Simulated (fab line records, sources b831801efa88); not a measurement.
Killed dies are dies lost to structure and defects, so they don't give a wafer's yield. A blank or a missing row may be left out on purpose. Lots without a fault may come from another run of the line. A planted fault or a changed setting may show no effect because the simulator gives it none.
Chamber matching | flow sfq_line | SFQ_TRILAYER_I3_VIA_ETCH_VIA_ETCH_088 on rie_diel-03: 4 sister chambers
The step etches SiO2 in CHF3, stops on Nb, target depth 260 nm. 8 wafers are shown with their chamber, then 9 later ones without.

WAFERS WITH THEIR CHAMBER
wafer  | chamber | drypump_motor_current_A (A) | oes_product_au (a.u.)
L651.2 | 3       | 5.2                         | 0.845
L651.6 | 0       | 5.3                         | 0.846
L652.1 | 0       | 5.3                         | 0.856
L653.1 | 3       | 5.2                         | 0.850
L653.5 | 1       | 6.8                         | 0.849
L660.3 | 1       | 6.7                         | 0.857
L660.4 | 2       | 5.7                         | 0.858
L660.6 | 2       | 5.7                         | 0.855

WAFERS WITHOUT THEIR CHAMBER
wafer  | drypump_motor_current_A (A) | oes_product_au (a.u.)
L663.1 | 5.3                         | 0.866
L663.2 | 5.2                         | 0.855
L663.5 | 5.3                         | 0.863
L665.1 | 6.7                         | 0.855
L665.4 | 5.2                         | 0.858
L665.6 | 5.7                         | 0.863
L667.3 | 6.7                         | 0.861
L667.4 | 5.7                         | 0.856
L667.5 | 5.3                         | 0.846

WHICH CHAMBER EACH WENT THROUGH
wafer  | from the rows above     | in truth
L663.1 | can't be placed: 0 or 3 | 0
L663.2 | can't be placed: 3 or 0 | 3
L663.5 | can't be placed: 0 or 3 | 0
L665.1 | 1                       | 1
L665.4 | can't be placed: 3 or 0 | 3
L665.6 | 2                       | 2
L667.3 | 1                       | 1
L667.4 | 2                       | 2
L667.5 | can't be placed: 0 or 3 | 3
Placed correctly: 4 of 9. Can't be placed from these rows: 5 (the true chamber is among the candidates in 5). Placed wrongly: 0.
How it was worked out, from the rows above alone: a wafer's distance from a chamber is the root of the sum, over the readings, of the square of ((its reading less the chamber's mean) divided by the reading's scatter). The wafer belongs to the nearest chamber; if the next one is less than 2 further off, it can't be placed. A chamber's mean is the mean of its shown wafers. The scatter: the root of (the sum of the squares of (reading less its chamber's mean) over the shown wafers, divided by (wafers less chambers)).
